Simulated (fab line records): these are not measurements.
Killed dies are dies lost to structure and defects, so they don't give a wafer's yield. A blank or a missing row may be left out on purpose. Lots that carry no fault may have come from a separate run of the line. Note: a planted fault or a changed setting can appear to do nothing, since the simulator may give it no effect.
Which tool was responsible? / flow gf180mcu / 33 wafers from 11 lots sampled at 6 of the route's 602 steps

## WHAT EACH GAUGE READ, for each wafer
GF_V5_OVL_MEAS_15.
lot=L394; measured=day 27 16:13; on=overlay-02; V5_OVL (nm)=-3 -7 0
lot=L396; measured=day 28 11:08; on=overlay-01; V5_OVL (nm)=6 9 0
lot=L397; measured=day 28 17:17; on=overlay-02; V5_OVL (nm)=-3 3 -10
lot=L398; measured=day 29 01:56; on=overlay-02; V5_OVL (nm)=-7 -5 -15
lot=L401; measured=day 29 18:38; on=overlay-02; V5_OVL (nm)=-2 -7 3
lot=L403; measured=day 30 12:32; on=overlay-01; V5_OVL (nm)=-4 -4 -11
lot=L404; measured=day 30 20:05; on=overlay-02; V5_OVL (nm)=-1 -1 -11
lot=L407; measured=day 31 17:45; on=overlay-01; V5_OVL (nm)=-2 -9 -1
lot=L408; measured=day 31 20:41; on=overlay-01; V5_OVL (nm)=-5 2 -4
lot=L410; measured=day 32 10:39; on=overlay-01; V5_OVL (nm)=-1 -5 -7
lot=L412; measured=day 32 17:05; on=overlay-01; V5_OVL (nm)=-17 -7 -11

GF_TOP_METAL_RS_MEAS_05: uses a four-point probe to measure.
lot=L394; measured=day 27 17:53; on=film-metro-03; TOP_METAL_ALCU_RS (ohm/sq)=0.0328 0.0331 0.0332
lot=L396; measured=day 28 13:09; on=film-metro-04; TOP_METAL_ALCU_RS (ohm/sq)=0.0329 0.0328 0.0324
lot=L397; measured=day 28 19:16; on=film-metro-02; TOP_METAL_ALCU_RS (ohm/sq)=0.0326 0.0331 0.0324
lot=L398; measured=day 29 03:35; on=film-metro-03; TOP_METAL_ALCU_RS (ohm/sq)=0.0321 0.0325 0.0325
lot=L401; measured=day 29 20:16; on=film-metro-04; TOP_METAL_ALCU_RS (ohm/sq)=0.0325 0.0327 0.0324
lot=L403; measured=day 30 14:10; on=film-metro-03; TOP_METAL_ALCU_RS (ohm/sq)=0.0331 0.0328 0.0324
lot=L404; measured=day 30 21:44; on=film-metro-02; TOP_METAL_ALCU_RS (ohm/sq)=0.0323 0.0325 0.0328
lot=L407; measured=day 31 19:26; on=film-metro-02; TOP_METAL_ALCU_RS (ohm/sq)=0.0321 0.0210 0.0320
lot=L408; measured=day 31 22:20; on=film-metro-03; TOP_METAL_ALCU_RS (ohm/sq)=0.0331 0.0328 0.0329
lot=L410; measured=day 32 12:23; on=film-metro-04; TOP_METAL_ALCU_RS (ohm/sq)=0.0328 0.0326 0.0328
lot=L412; measured=day 32 18:46; on=film-metro-02; TOP_METAL_ALCU_RS (ohm/sq)=0.0324 0.0328 0.0327

GF_TOP_METAL_THK_MEAS_06: measures by xrf.
lot=L394; measured=day 27 18:00; on=film-metro-03; TOP_METAL_ALCU_THK (nm)=897 891 892
lot=L396; measured=day 28 13:15; on=film-metro-04; TOP_METAL_ALCU_THK (nm)=887 896 909
lot=L397; measured=day 28 19:23; on=film-metro-02; TOP_METAL_ALCU_THK (nm)=906 897 916
lot=L398; measured=day 29 03:42; on=film-metro-03; TOP_METAL_ALCU_THK (nm)=917 909 908
lot=L401; measured=day 29 20:23; on=film-metro-04; TOP_METAL_ALCU_THK (nm)=903 903 905
lot=L403; measured=day 30 14:17; on=film-metro-03; TOP_METAL_ALCU_THK (nm)=890 894 906
lot=L404; measured=day 30 21:50; on=film-metro-02; TOP_METAL_ALCU_THK (nm)=920 914 904
lot=L407; measured=day 31 19:31; on=film-metro-02; TOP_METAL_ALCU_THK (nm)=929 1418 937
lot=L408; measured=day 31 22:27; on=film-metro-03; TOP_METAL_ALCU_THK (nm)=888 903 895
lot=L410; measured=day 32 12:30; on=film-metro-04; TOP_METAL_ALCU_THK (nm)=894 905 895
lot=L412; measured=day 32 18:52; on=film-metro-02; TOP_METAL_ALCU_THK (nm)=922 913 913

## WHAT TOOL EACH LOT RAN ON (gives the tool, then ch and the chambers of the sampled wafers, and finally the start)
lot=L394; GF_M5_STRIP_11=plasma-asher-02 ch 0,1, day 26 18:34; GF_V5_CVD_02=pecvd-01 ch 0,1, day 26 19:13; GF_TOP_METAL_SPUTTER_02=pvd-sputter-02, day 27 17:47
lot=L396; GF_M5_STRIP_11=plasma-asher-02 ch 0,1, day 27 14:28; GF_V5_CVD_02=pecvd-03 ch 0,2, day 27 15:04; GF_TOP_METAL_SPUTTER_02=pvd-sputter-04, day 28 13:01
lot=L397; GF_M5_STRIP_11=plasma-asher-03 ch 0,1, day 27 20:23; GF_V5_CVD_02=pecvd-01 ch 0,2, day 27 21:04; GF_TOP_METAL_SPUTTER_02=pvd-sputter-04, day 28 19:11
lot=L398; GF_M5_STRIP_11=plasma-asher-03 ch 1, day 28 05:16; GF_V5_CVD_02=pecvd-03 ch 1,2, day 28 05:55; GF_TOP_METAL_SPUTTER_02=pvd-sputter-04, day 29 03:29
lot=L401; GF_M5_STRIP_11=plasma-asher-02 ch 0,1, day 28 23:22; GF_V5_CVD_02=pecvd-02 ch 0,1,2, day 29 00:02; GF_TOP_METAL_SPUTTER_02=pvd-sputter-03, day 29 20:11
lot=L403; GF_M5_STRIP_11=plasma-asher-04 ch 0,1, day 29 17:07; GF_V5_CVD_02=pecvd-02 ch 0,1,2, day 29 17:46; GF_TOP_METAL_SPUTTER_02=pvd-sputter-02, day 30 14:04
lot=L404; GF_M5_STRIP_11=plasma-asher-04 ch 0,1, day 30 01:34; GF_V5_CVD_02=pecvd-02 ch 0,1,2, day 30 02:13; GF_TOP_METAL_SPUTTER_02=pvd-sputter-04, day 30 21:37
lot=L407; GF_M5_STRIP_11=plasma-asher-02 ch 0,1, day 30 23:06; GF_V5_CVD_02=pecvd-02 ch 0,1,2, day 30 23:46; GF_TOP_METAL_SPUTTER_02=pvd-sputter-04, day 31 19:17
lot=L408; GF_M5_STRIP_11=plasma-asher-02 ch 0,1, day 31 01:35; GF_V5_CVD_02=pecvd-03 ch 0,1, day 31 02:34; GF_TOP_METAL_SPUTTER_02=pvd-sputter-03, day 31 22:14
lot=L410; GF_M5_STRIP_11=plasma-asher-03 ch 0,1, day 31 16:28; GF_V5_CVD_02=pecvd-02 ch 0,1, day 31 17:14; GF_TOP_METAL_SPUTTER_02=pvd-sputter-02, day 32 12:17
lot=L412; GF_M5_STRIP_11=plasma-asher-02 ch 0,1, day 31 23:23; GF_V5_CVD_02=pecvd-02 ch 0,1,2, day 32 00:03; GF_TOP_METAL_SPUTTER_02=pvd-sputter-03, day 32 18:39
- GF_M5_STRIP_11: strips in O2/N2.
- GF_V5_CVD_02: deposits SiO2 from TEOS, target thk 1450 nm, time 163.28 s.
- GF_TOP_METAL_SPUTTER_02: material AlCu, target thk 900 nm, time 47.82 s.

## AS READ BY THE TOOLS THEMSELVES (means over the sampled wafers that have a number; for cases with no such wafer, the mark the record gives instead)
GF_M5_STRIP_11.
lot=L394; tool=plasma-asher-02; drypump-motor-current-A (A)=5.6; heater-power-w (W)=306; oes-product-au (a.u.)=0.521; strip-time-to-endpoint-s (s)=7.05
lot=L396; tool=plasma-asher-02; drypump-motor-current-A (A)=5.6; heater-power-w (W)=306; oes-product-au (a.u.)=0.523; strip-time-to-endpoint-s (s)=7.05
lot=L397; tool=plasma-asher-03; drypump-motor-current-A (A)=6.2; heater-power-w (W)=320; oes-product-au (a.u.)=0.519; strip-time-to-endpoint-s (s)=7.03
lot=L398; tool=plasma-asher-03; drypump-motor-current-A (A)=6.1; heater-power-w (W)=349; oes-product-au (a.u.)=0.526; strip-time-to-endpoint-s (s)=6.99
lot=L401; tool=plasma-asher-02; drypump-motor-current-A (A)=5.6; heater-power-w (W)=305; oes-product-au (a.u.)=0.520; strip-time-to-endpoint-s (s)=7.08
lot=L403; tool=plasma-asher-04; drypump-motor-current-A (A)=5.2; heater-power-w (W)=331; oes-product-au (a.u.)=0.520; strip-time-to-endpoint-s (s)=7.07
lot=L404; tool=plasma-asher-04; drypump-motor-current-A (A)=5.3; heater-power-w (W)=326; oes-product-au (a.u.)=0.528; strip-time-to-endpoint-s (s)=7.15
lot=L407; tool=plasma-asher-02; drypump-motor-current-A (A)=5.6; heater-power-w (W)=305; oes-product-au (a.u.)=0.518; strip-time-to-endpoint-s (s)=7.05
lot=L408; tool=plasma-asher-02; drypump-motor-current-A (A)=5.6; heater-power-w (W)=310; oes-product-au (a.u.)=0.526; strip-time-to-endpoint-s (s)=7.08
lot=L410; tool=plasma-asher-03; drypump-motor-current-A (A)=6.1; heater-power-w (W)=327; oes-product-au (a.u.)=0.525; strip-time-to-endpoint-s (s)=7.08
lot=L412; tool=plasma-asher-02; drypump-motor-current-A (A)=5.6; heater-power-w (W)=312; oes-product-au (a.u.)=0.526; strip-time-to-endpoint-s (s)=7.07

GF_V5_CVD_02.
lot=L394; tool=pecvd-01; heater-power-w (W)=534
lot=L396; tool=pecvd-03; heater-power-w (W)=698
lot=L397; tool=pecvd-01; heater-power-w (W)=672
lot=L398; tool=pecvd-03; heater-power-w (W)=711
lot=L401; tool=pecvd-02; heater-power-w (W)=720
lot=L403; tool=pecvd-02; heater-power-w (W)=678
lot=L404; tool=pecvd-02; heater-power-w (W)=658
lot=L407; tool=pecvd-02; heater-power-w (W)=636
lot=L408; tool=pecvd-03; heater-power-w (W)=763
lot=L410; tool=pecvd-02; heater-power-w (W)=725
lot=L412; tool=pecvd-02; heater-power-w (W)=640

GF_TOP_METAL_SPUTTER_02.
lot=L394; tool=pvd-sputter-02; throttle-valve-pct (%)=29.3
lot=L396; tool=pvd-sputter-04; throttle-valve-pct (%)=30.6
lot=L397; tool=pvd-sputter-04; throttle-valve-pct (%)=30.6
lot=L398; tool=pvd-sputter-04; throttle-valve-pct (%)=31.8
lot=L401; tool=pvd-sputter-03; throttle-valve-pct (%)=30.1
lot=L403; tool=pvd-sputter-02; throttle-valve-pct (%)=29.5
lot=L404; tool=pvd-sputter-04; throttle-valve-pct (%)=31.0
lot=L407; tool=pvd-sputter-04; throttle-valve-pct (%)=29.8
lot=L408; tool=pvd-sputter-03; throttle-valve-pct (%)=30.0
lot=L410; tool=pvd-sputter-02; throttle-valve-pct (%)=31.1
lot=L412; tool=pvd-sputter-03; throttle-valve-pct (%)=30.2

## THE ANSWER, worked out from the rows above alone
Rule: the lots themselves supply what counts as usual. The widest of any qualifying gaps counts: lots, ordered by their means at a reading, are off when they make up no more than a third of the lots, leave a main group of 4 or more, and stand apart from it by 3 or more times the standard deviation of that group's means. A main group is skipped when, at the precision printed for the reading in the tables above, its means are all equal. A lot without any number at a reading at which 4 lots or more have one is off too. All remaining lots with rows at the step are treated as sound. First the gauges in route order, then the tools' own readings, where a lot's mean is used as printed above. At the first step where some lot is off, the reading lying furthest off is the one used; lots without a number count as furthest.
Off: L407, seen at GF_TOP_METAL_RS_MEAS_05 (TOP_METAL_ALCU_RS). Mean 0.0327 ohm/sq and standard deviation 0.00018 in the main group.
If a tool, at a process step before that reading, ran all the lots that are off and no sound lot after the first of them, it fits. Gauges at GF_TOP_METAL_RS_MEAS_05: tried the same way as those tools. One candidate fits, namely pvd-sputter-04 at GF_TOP_METAL_SPUTTER_02. A fault onset in the window from L404 (day 30 21:37, its last sound lot) to L407 (day 31 19:17, its first lot off) fits.

## WHAT HAD BEEN PUT IN BY THE SIMULATOR
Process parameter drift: pvd-sputter-04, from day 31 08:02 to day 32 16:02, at GF_TOP_METAL_SPUTTER_02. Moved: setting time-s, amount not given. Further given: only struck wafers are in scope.
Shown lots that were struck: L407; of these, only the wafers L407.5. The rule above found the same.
